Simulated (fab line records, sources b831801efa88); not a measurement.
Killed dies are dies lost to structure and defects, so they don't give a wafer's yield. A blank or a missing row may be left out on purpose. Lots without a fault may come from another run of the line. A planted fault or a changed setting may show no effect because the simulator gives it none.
Which tool did it? | flow gf180mcu | 15 lots, 45 wafers sampled, at 4 steps of a route of 602

WHAT THE GAUGES READ, wafer by wafer
The record holds no reading of a measuring or inspecting step that can be judged against a usual standard deviation.

WHICH TOOL RAN EACH LOT (tool, then ch and the chambers of the sampled wafers, then the start)
lot  | GF_V3_ETCH_16                      | GF_M4_SPUTTER_03             | GF_M4_DEVELOP_13                  | GF_M4_METAL_ETCH_16
L250 | rie_diel-04 ch 0,1,3, day 22 18:13 | pvd_sputter-03, day 22 19:44 | litho_track-02 ch 0, day 23 18:20 | rie_metal-02 ch 0, day 23 18:40
L252 | rie_diel-04 ch 0,2,3, day 23 01:56 | pvd_sputter-02, day 23 03:40 | litho_track-04 ch 0, day 24 02:10 | rie_metal-02 ch 0,1, day 24 02:28
L251 | rie_diel-01 ch 0,2,3, day 23 04:52 | pvd_sputter-02, day 23 06:23 | litho_track-04 ch 0, day 24 05:04 | rie_metal-01 ch 1, day 24 05:22
L253 | rie_diel-04 ch 0,1,3, day 23 09:34 | pvd_sputter-01, day 23 11:05 | litho_track-02 ch 0, day 24 09:02 | rie_metal-04 ch 0,1, day 24 09:19
L254 | rie_diel-01 ch 1,3, day 24 00:25   | pvd_sputter-02, day 24 02:05 | litho_track-02 ch 0, day 25 00:08 | rie_metal-01 ch 0,1, day 25 00:25
L256 | rie_diel-03 ch 0,2,3, day 24 16:40 | pvd_sputter-02, day 24 18:19 | litho_track-04 ch 0, day 25 15:31 | rie_metal-01 ch 0,1, day 25 15:49
L257 | rie_diel-01 ch 2,3, day 24 17:40   | pvd_sputter-03, day 24 19:13 | litho_track-03, day 25 16:01      | rie_metal-02 ch 0,1, day 25 16:18
L258 | rie_diel-04 ch 0,2,3, day 25 01:10 | pvd_sputter-01, day 25 02:47 | litho_track-02, day 25 23:58      | rie_metal-01 ch 0,1, day 26 00:16
L259 | rie_diel-03 ch 0,1,2, day 25 14:52 | pvd_sputter-03, day 25 16:23 | litho_track-02, day 26 13:04      | rie_metal-02 ch 0,1, day 26 13:22
L267 | rie_diel-03 ch 1,2, day 28 01:10   | pvd_sputter-01, day 28 03:02 | litho_track-02 ch 0, day 28 22:10 | rie_metal-04 ch 0,1, day 28 22:28
L268 | rie_diel-04 ch 0,1,3, day 28 10:49 | pvd_sputter-03, day 28 12:41 | litho_track-03 ch 0, day 29 07:25 | rie_metal-02 ch 0,1, day 29 07:43
L269 | rie_diel-01 ch 0,1,2, day 28 19:34 | pvd_sputter-02, day 28 21:05 | litho_track-03 ch 0, day 29 16:25 | rie_metal-02 ch 0,1, day 29 16:43
L271 | rie_diel-03 ch 1,2, day 29 00:58   | pvd_sputter-03, day 29 02:29 | litho_track-03 ch 0, day 29 21:52 | rie_metal-04 ch 0,1, day 29 22:10
L270 | rie_diel-04 ch 1,2,3, day 29 01:40 | pvd_sputter-02, day 29 03:11 | litho_track-02 ch 0, day 29 22:10 | rie_metal-01 ch 1, day 29 22:28
L273 | rie_diel-04 ch 0,2,3, day 29 18:04 | pvd_sputter-01, day 29 19:47 | litho_track-02 ch 0, day 30 14:17 | rie_metal-04 ch 0,1, day 30 14:34
- GF_V3_ETCH_16: etches BARC in N2/H2.
- GF_M4_SPUTTER_03: material Ti, target thk 10 nm, time 6.7 s.
- GF_M4_DEVELOP_13: develop time 60 s.
- GF_M4_METAL_ETCH_16: etches the open film in Cl2/BCl3, stops on SiO2, target depth 627.5 nm, time 104.6 s.

WHAT THE TOOLS THEMSELVES READ (means of the sampled wafers that have a number; where no wafer has one, the mark that the record gives instead)
GF_V3_ETCH_16.
lot  | tool        | drypump_motor_current_A (A) | oes_product_au (a.u.) | throttle_valve_pct (%)
L250 | rie_diel-04 | 5.4                         | 0.856                 | 13.228
L252 | rie_diel-04 | 5.2                         | 0.856                 | 13.223
L251 | rie_diel-01 | 5.9                         | 0.858                 | 13.231
L253 | rie_diel-04 | 5.4                         | 0.852                 | 13.227
L254 | rie_diel-01 | 5.9                         | 0.855                 | 13.223
L256 | rie_diel-03 | 5.7                         | 0.854                 | 13.218
L257 | rie_diel-01 | 5.9                         | 0.852                 | 13.221
L258 | rie_diel-04 | 5.2                         | 0.852                 | 13.221
L259 | rie_diel-03 | 5.7                         | 0.856                 | 13.218
L267 | rie_diel-03 | 5.6                         | 0.852                 | 13.220
L268 | rie_diel-04 | 5.4                         | 0.857                 | 13.229
L269 | rie_diel-01 | 5.8                         | 0.859                 | 13.223
L271 | rie_diel-03 | 5.5                         | 0.853                 | 13.226
L270 | rie_diel-04 | 5.4                         | 0.853                 | 13.223
L273 | rie_diel-04 | 5.2                         | 0.853                 | 13.226

GF_M4_SPUTTER_03.
lot  | tool           | cathode_dc_power_W (W) | throttle_valve_pct (%)
L250 | pvd_sputter-03 | 3000.5                 | 30.4
L252 | pvd_sputter-02 | 3000.2                 | 29.8
L251 | pvd_sputter-02 | 3000.0                 | 29.7
L253 | pvd_sputter-01 | 3000.5                 | 29.5
L254 | pvd_sputter-02 | 3000.2                 | 29.3
L256 | pvd_sputter-02 | 2999.8                 | 29.6
L257 | pvd_sputter-03 | 3000.2                 | 31.1
L258 | pvd_sputter-01 | 2999.7                 | 29.6
L259 | pvd_sputter-03 | 2999.9                 | 30.5
L267 | pvd_sputter-01 | 3000.5                 | 29.1
L268 | pvd_sputter-03 | 2999.6                 | 30.1
L269 | pvd_sputter-02 | 2999.8                 | 29.3
L271 | pvd_sputter-03 | 3000.0                 | 30.0
L270 | pvd_sputter-02 | 3000.1                 | 29.7
L273 | pvd_sputter-01 | 2999.9                 | 28.6

GF_M4_DEVELOP_13.
lot  | tool           | chill_plate_temp_C (C) | developer_temp_C (C)
L250 | litho_track-02 | 22.87                  | 20.87
L252 | litho_track-04 | 22.94                  | 20.96
L251 | litho_track-04 | 23.10                  | 21.06
L253 | litho_track-02 | 23.09                  | 21.15
L254 | litho_track-02 | 23.00                  | 20.97
L256 | litho_track-04 | 23.10                  | 20.96
L257 | litho_track-03 | -                      | -
L258 | litho_track-02 | -                      | -
L259 | litho_track-02 | -                      | -
L267 | litho_track-02 | 22.98                  | 21.02
L268 | litho_track-03 | 22.89                  | 20.95
L269 | litho_track-03 | 22.87                  | 20.98
L271 | litho_track-03 | 22.92                  | 21.00
L270 | litho_track-02 | 23.11                  | 20.88
L273 | litho_track-02 | 23.08                  | 21.00

GF_M4_METAL_ETCH_16.
lot  | tool         | drypump_motor_current_A (A) | he_backside_leak_sccm (sccm) | oes_product_au (a.u.) | throttle_valve_pct (%)
L250 | rie_metal-02 | 5.6                         | 3.4                          | 0.967                 | 28.262
L252 | rie_metal-02 | 5.6                         | 3.3                          | 0.970                 | 28.251
L251 | rie_metal-01 | 5.6                         | 3.5                          | 0.970                 | 28.247
L253 | rie_metal-04 | 5.3                         | 3.1                          | 0.976                 | 28.256
L254 | rie_metal-01 | 5.4                         | 3.4                          | 0.975                 | 28.247
L256 | rie_metal-01 | 5.2                         | 3.4                          | 0.969                 | 28.252
L257 | rie_metal-02 | 5.6                         | 3.4                          | 0.973                 | 28.244
L258 | rie_metal-01 | 5.2                         | 3.4                          | 0.981                 | 28.248
L259 | rie_metal-02 | 5.6                         | 3.4                          | 0.971                 | 28.247
L267 | rie_metal-04 | 5.5                         | 3.4                          | 0.971                 | 28.248
L268 | rie_metal-02 | 5.6                         | 3.4                          | 0.973                 | 28.255
L269 | rie_metal-02 | 5.6                         | 3.3                          | 0.970                 | 28.255
L271 | rie_metal-04 | 5.5                         | 3.4                          | 0.965                 | 28.251
L270 | rie_metal-01 | 5.6                         | 3.2                          | 0.971                 | 28.242
L273 | rie_metal-04 | 5.2                         | 3.2                          | 0.975                 | 28.243

THE ANSWER, worked out from the rows above alone
Rule: what is usual is taken from the lots themselves. Put in order of their means at a reading, lots are off if they are a third of the lots or fewer, leave a main group of 4 or more, and stand apart from it by a gap of 3 or more times the standard deviation of the main group's means; of several such gaps the widest counts. A main group whose means are all the same, to the digits that the tables above print for the reading, isn't used. A lot without any number at a reading at which 4 lots or more have one is off too. The other lots that the step has rows for count as sound. The gauges are gone through in route order, then the tools' own readings, and for those a lot's mean is taken as printed above. The first step at which some lot is off is used, and at that step the reading that is off furthest; a lot without a number counts as furthest.
Off: L257, L258, L259, at GF_M4_DEVELOP_13 (chill_plate_temp_C). Without a number there: L257, L258, L259. The main group: mean 23.00 C, standard deviation 0.093.
A tool fits if, at that step or a process step before it, it ran every lot that is off, and no sound lot after the first of them. None of those tried fits.

WHAT THE SIMULATOR HAD PUT IN
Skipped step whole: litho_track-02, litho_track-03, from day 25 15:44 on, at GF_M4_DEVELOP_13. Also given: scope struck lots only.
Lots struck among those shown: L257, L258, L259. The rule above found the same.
